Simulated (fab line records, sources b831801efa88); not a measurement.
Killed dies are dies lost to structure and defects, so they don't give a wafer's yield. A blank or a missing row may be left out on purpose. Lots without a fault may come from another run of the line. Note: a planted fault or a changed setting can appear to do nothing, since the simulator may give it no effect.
One fault through the eyes of 2 desks + flow gf180mcu + only its own numbers are on each desk; what lay behind them is given at the end

## FOR THE TOOL OWNER'S DESK: pvd sputter-04
The tool's own readings at GF_M3_SPUTTER_04 (material TiN, target thk 50 nm, time 41.7 s): means of the sampled wafers that have a number, for each lot that ran on this tool. A lot is out of limits, marked OUT, if its mean lies more than 4 standard deviations from the usual mean; the brackets give that distance.
Columns: A = throttle valve pct at GF_M3_SPUTTER_04, usual 30.1 %
| lot  | first seen here | A    |
|------|-----------------|------|
| L585 | day 23 19:23    | 30.9 |
| L589 | day 25 05:03    | 30.0 |
| L590 | day 25 17:23    | 30.8 |
This desk's verdict: no lot among the 3 shows anything out of limits.

## AT THE METROLOGY DESK
What the gauges read, lot by lot, whatever tool the lot ran on: means of the sampled wafers that have a number. A lot is out of limits, marked OUT, if its mean lies more than 4 standard deviations from the usual mean; the brackets give that distance. It has 9 readings; the 7 that lie furthest out on some lot are the ones shown.
Columns: A = V2_W_RS at GF_V2_RS_MEAS_24, usual 0.328 ohm/sq; B = M3_ALCU_RS at GF_M3_RS_MEAS_05, usual 0.0691 ohm/sq; C = M3_ALCU_THK at GF_M3_THK_MEAS_06, usual 448 nm; D = cd nm at GF_M3_CD_MEAS_14, usual 280.0 nm; E = M3_OVL at GF_M3_OVL_MEAS_15, usual -1 nm; F = V3_CVD_00_THK at GF_V3_THK_MEAS_01, usual 601 nm; G = V3_BOW at GF_V3_BOW_MEAS_05, usual 117 um
| lot  | first seen here | A     | B      | C   | D     | E  | F   | G   |
|------|-----------------|-------|--------|-----|-------|----|-----|-----|
| L580 | day 21 11:49    | 0.328 | 0.0697 | 447 | 278.6 | 9  | 594 | 107 |
| L585 | day 23 18:43    | 0.330 | 0.0691 | 446 | 279.9 | -5 | 598 | 124 |
| L589 | day 25 04:25    | 0.324 | 0.0683 | 452 | 282.3 | 10 | 605 | 118 |
| L590 | day 25 16:46    | 0.326 | 0.0687 | 448 | 279.3 | 1  | 600 | 120 |
| L597 | day 27 13:43    | 0.330 | 0.0696 | 445 | 278.5 | -8 | 600 | 125 |
| L599 | day 27 20:59    | 0.328 | 0.0704 | 438 | 279.0 | -9 | 606 | 112 |
This desk's verdict: no lot among the 6 shows anything out of limits.

## PUT TOGETHER
Nothing out of limits was seen by the tool owner's desk.
Metrology desk: nothing out of limits seen.

## WHAT HAD BEEN PUT IN BY THE SIMULATOR
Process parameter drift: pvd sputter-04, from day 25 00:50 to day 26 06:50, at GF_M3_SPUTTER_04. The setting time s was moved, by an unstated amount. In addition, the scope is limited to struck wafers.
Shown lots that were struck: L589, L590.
